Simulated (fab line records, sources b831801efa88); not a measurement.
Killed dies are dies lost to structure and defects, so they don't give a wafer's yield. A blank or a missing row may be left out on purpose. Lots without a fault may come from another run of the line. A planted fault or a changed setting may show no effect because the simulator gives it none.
Which tool did it? | flow gf180mcu | 15 lots, 45 wafers sampled, at 1 step of a route of 602

WHAT THE GAUGES READ, wafer by wafer
GF_V5_THK_MEAS_03. Usual: V5_CVD_02_THK 1459 nm, standard deviation 20.
lot  | measured     | on            | V5_CVD_02_THK (nm) | flag
L641 | day 26 00:43 | film_metro-01 | 1456 1487 1456     |
L642 | day 26 10:23 | film_metro-01 | 1447 1437 1475     |
L643 | day 27 01:17 | film_metro-04 | 1425 1451 1478     |
L644 | day 27 12:01 | film_metro-04 | 1450 1436 1473     |
L645 | day 27 20:35 | film_metro-02 | 1444 1435 1438     |
L646 | day 28 03:13 | film_metro-01 | 1445 1491 1458     |
L651 | day 29 09:45 | film_metro-02 | 1454 1465 1481     |
L652 | day 30 00:14 | film_metro-02 | 1474 1473 1482     |
L655 | day 30 12:24 | film_metro-04 | 1449 1461 1480     |
L658 | day 31 11:31 | film_metro-04 | 1427 1429 1433     |
L659 | day 31 18:26 | film_metro-02 | 1453 1475 1482     |
L660 | day 31 22:43 | film_metro-04 | 1439 1451 1460     |
L662 | day 32 11:22 | film_metro-01 | 1438 1452 1463     |
L663 | day 32 15:04 | film_metro-01 | 1426 1467 1470     |
L664 | day 32 18:19 | film_metro-01 | 1443 1460 1470     |

WHICH TOOL RAN EACH LOT (tool, then ch and the chambers of the sampled wafers, then the start)
The record holds no process step before these readings.

WHAT THE TOOLS THEMSELVES READ (means of the sampled wafers that have a number; where no wafer has one, the mark that the record gives instead)
The record holds no such reading with a usual standard deviation.

THE ANSWER, worked out from the rows above alone
Rule: a lot is off if the mean of its wafers that have a number lies more than 3 standard deviations from the usual mean. A lot without any number at a reading at which 4 lots or more have one is off too. The other lots that the step has rows for count as sound. The gauges are gone through in route order, then the tools' own readings, and for those a lot's mean is taken as printed above. The first step at which some lot is off is used, and at that step the reading that is off furthest; a lot without a number counts as furthest.
No lot is off at any reading shown: from this, nothing can be told.

WHAT THE SIMULATOR HAD PUT IN
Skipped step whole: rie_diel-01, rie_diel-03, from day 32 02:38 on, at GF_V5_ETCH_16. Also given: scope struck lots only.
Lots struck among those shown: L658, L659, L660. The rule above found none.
